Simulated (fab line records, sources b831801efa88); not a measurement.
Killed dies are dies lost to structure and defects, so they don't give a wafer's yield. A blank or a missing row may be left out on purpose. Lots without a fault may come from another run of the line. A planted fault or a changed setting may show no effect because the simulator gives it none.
Which tool did it? | flow sfq_line | 7 lots, 21 wafers sampled, at 1 step of a route of 325

WHAT THE GAUGES READ, wafer by wafer
SFQ_I3_BOW_MEAS_922.
lot  | measured     | on            | I3_BOW (um)
L624 | day 46 19:58 | film_metro-03 | 5 1 8
L626 | day 47 19:46 | film_metro-04 | 4 -9 -7
L628 | day 49 07:14 | film_metro-01 | 0 -2 4
L634 | day 51 22:04 | film_metro-01 | -10 2 -7
L639 | day 54 05:43 | film_metro-04 | 5 11 0
L642 | day 54 17:25 | film_metro-04 | 13 -3 4
L646 | day 55 22:44 | film_metro-01 | 5 -2 13

WHICH TOOL RAN EACH LOT (tool, then ch and the chambers of the sampled wafers, then the start)
The record holds no process step before these readings.

THE ANSWER, worked out from the rows above alone
Rule: what is usual is taken from the lots themselves. Put in order of their means at a reading, lots are off if they are a third of the lots or fewer, leave a main group of 4 or more, and stand apart from it by a gap of 3 or more times the standard deviation of the main group's means; of several such gaps the widest counts. A main group whose means are all the same, to the digits that the tables above print for the reading, isn't used. A lot without any number at a reading at which 4 lots or more have one is off too. The other lots that the step has rows for count as sound.
No lot is off at any reading shown: from this, nothing can be told.

WHAT THE SIMULATOR HAD PUT IN
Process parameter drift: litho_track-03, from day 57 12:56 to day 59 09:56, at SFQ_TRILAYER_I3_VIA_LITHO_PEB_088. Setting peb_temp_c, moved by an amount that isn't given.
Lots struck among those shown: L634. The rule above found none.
